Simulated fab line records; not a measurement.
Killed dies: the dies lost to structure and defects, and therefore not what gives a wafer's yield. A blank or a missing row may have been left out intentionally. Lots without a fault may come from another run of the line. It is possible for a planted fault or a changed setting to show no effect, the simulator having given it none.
The tool behind it: which one? ; flow gf180mcu ; 7 lots, 21 wafers sampled, at 4 steps of a route of 602

WHAT EACH GAUGE READ, for each wafer
GF_V5_CD_MEAS_14: the cd target is 260 nm.
lot;measured;on;cd_nm (nm)
L960;day 27 03:40;cd_sem-02;262.7 261.3 262.0
L963;day 28 10:43;cd_sem-01;258.9 258.6 259.1
L964;day 29 04:29;cd_sem-01;258.2 258.3 260.0
L970;day 30 17:51;cd_sem-01;315.1 315.3 315.2
L974;day 31 20:07;cd_sem-02;303.6 302.4 303.8
L979;day 32 22:25;cd_sem-01;263.1 262.8 261.9
L982;day 33 10:56;cd_sem-02;259.3 258.9 259.4

WHAT TOOL EACH LOT RAN ON (gives the tool, then ch and the chambers of the sampled wafers, and finally the start)
lot;GF_MIM_SPUTTER_09;GF_MIM_METAL_ETCH_19;GF_V5_SOFTBAKE_10
L960;pvd_sputter-02, day 24 10:59;rie_metal-03 ch 0, day 25 07:52;litho_track-02 ch 0, day 26 17:00
L963;pvd_sputter-02, day 25 20:44;rie_metal-02 ch 0,1, day 26 17:51;litho_track-01 ch 0, day 28 01:00
L964;pvd_sputter-01, day 26 15:06;rie_metal-02 ch 0,1, day 27 11:18;litho_track-02 ch 0, day 28 18:00
L970;pvd_sputter-01, day 28 08:26;rie_metal-02 ch 0,1, day 29 03:41;litho_track-03 ch 0, day 30 09:00
L974;pvd_sputter-01, day 29 11:55;rie_metal-01 ch 0, day 30 05:57;litho_track-03 ch 0, day 31 10:00
L979;pvd_sputter-03, day 30 16:46;rie_metal-02 ch 1, day 31 09:51;litho_track-02 ch 0, day 32 14:00
L982;pvd_sputter-03, day 31 07:08;rie_metal-03 ch 0,1, day 32 00:31;litho_track-01 ch 0, day 33 03:00
- GF_MIM_SPUTTER_09: material TiN, target thk 35 nm, time 29.2 s.
- GF_MIM_METAL_ETCH_19: etches the open film in Cl2/BCl3, stops on Si3N4, target depth 324.5 nm, time 54.1 s.
- GF_V5_SOFTBAKE_10: time 60 s.

THE ANSWER, worked out from the rows above alone
Rule: what is usual is taken from the lots themselves. Put in order of their means at a reading, lots are off if they are a third of the lots or fewer, leave a main group of 4 or more, and stand apart from it by a gap of 3 or more times the standard deviation of the main group's means; of several such gaps the widest counts. Not used: any main group whose means are identical at the precision the tables above print for the reading. A lot without any number at a reading at which 4 lots or more have one is off too. Where the step has rows for the other lots, those lots are counted as sound.
Off at GF_V5_CD_MEAS_14 (cd_nm): L970, L974. The main group: mean 260.3 nm, standard deviation 1.6.
If a tool, at a process step before that reading, ran all the lots that are off and no sound lot after the first of them, it fits. The gauges at GF_V5_CD_MEAS_14 are tried like those tools. This does not decide it: 2 tools fit, namely pvd_sputter-01 at GF_MIM_SPUTTER_09 and litho_track-03 at GF_V5_SOFTBAKE_10.

WHAT WAS PUT IN BY THE SIMULATOR
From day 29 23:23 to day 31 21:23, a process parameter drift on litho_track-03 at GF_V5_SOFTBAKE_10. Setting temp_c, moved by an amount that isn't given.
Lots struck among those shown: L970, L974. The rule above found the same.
